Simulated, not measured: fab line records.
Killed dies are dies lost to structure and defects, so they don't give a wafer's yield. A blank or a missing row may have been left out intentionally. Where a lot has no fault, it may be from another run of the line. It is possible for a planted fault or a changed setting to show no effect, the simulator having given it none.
Which tool did it? || flow gf180mcu || 6 lots, 18 wafers sampled, at 2 steps of a route of 602

WHAT EACH GAUGE READ, for each wafer
GF_VT_IMPLANT_TW_MEAS_10.
{"lot": "L475", "measured": "day 6 07:49", "on": "filmMetro-01", "VT_IMPLANT_TW": "562 564 565"}
{"lot": "L478", "measured": "day 7 02:49", "on": "filmMetro-04", "VT_IMPLANT_TW": "555 556 553"}
{"lot": "L481", "measured": "day 8 00:40", "on": "filmMetro-02", "VT_IMPLANT_TW": "558 559 558"}
{"lot": "L483", "measured": "day 8 10:20", "on": "filmMetro-02", "VT_IMPLANT_TW": "561 560 557"}
{"lot": "L487", "measured": "day 9 11:59", "on": "filmMetro-01", "VT_IMPLANT_TW": "567 569 562"}
{"lot": "L490", "measured": "day 10 05:46", "on": "filmMetro-04", "VT_IMPLANT_TW": "1002 1003 998"}

TOOL THAT RAN EACH LOT (tool first, then ch and the chambers of the sampled wafers, then the start)
{"lot": "L475", "GF_VT_IMPLANT_IMPLANT_08": "implanter-04 ch 0, day 6 07:34"}
{"lot": "L478", "GF_VT_IMPLANT_IMPLANT_08": "implanter-02 ch 0, day 7 02:34"}
{"lot": "L481", "GF_VT_IMPLANT_IMPLANT_08": "implanter-04 ch 0, day 8 00:26"}
{"lot": "L483", "GF_VT_IMPLANT_IMPLANT_08": "implanter-04 ch 0, day 8 10:07"}
{"lot": "L487", "GF_VT_IMPLANT_IMPLANT_08": "implanter-02 ch 0, day 9 11:37"}
{"lot": "L490", "GF_VT_IMPLANT_IMPLANT_08": "implanter-02 ch 0, day 10 05:32"}
- GF_VT_IMPLANT_IMPLANT_08

THE ANSWER, worked out from the rows above alone
Rule: what is usual is taken from the lots themselves. The widest of any qualifying gaps counts: lots, ordered by their means at a reading, are off when they make up no more than a third of the lots, leave a main group of 4 or more, and stand apart from it by 3 or more times the standard deviation of that group's means. The tables above print the reading to a certain number of digits; a main group whose means all agree to those digits is not used. A lot without any number at a reading at which 4 lots or more have one is off too. Any other lot the step has rows for is counted as sound.
Off: at GF_VT_IMPLANT_TW_MEAS_10 (VT_IMPLANT_TW), L490. Mean 560 and standard deviation 4 in the main group.
If a tool, at a process step before that reading, ran all the lots that are off and no sound lot after the first of them, it fits. The gauges at GF_VT_IMPLANT_TW_MEAS_10 are tried like those tools. Undecided on this evidence; 2 tools fit (implanter-02 at GF_VT_IMPLANT_IMPLANT_08, filmMetro-04 at GF_VT_IMPLANT_TW_MEAS_10).

WHAT THE SIMULATOR HAD PUT IN
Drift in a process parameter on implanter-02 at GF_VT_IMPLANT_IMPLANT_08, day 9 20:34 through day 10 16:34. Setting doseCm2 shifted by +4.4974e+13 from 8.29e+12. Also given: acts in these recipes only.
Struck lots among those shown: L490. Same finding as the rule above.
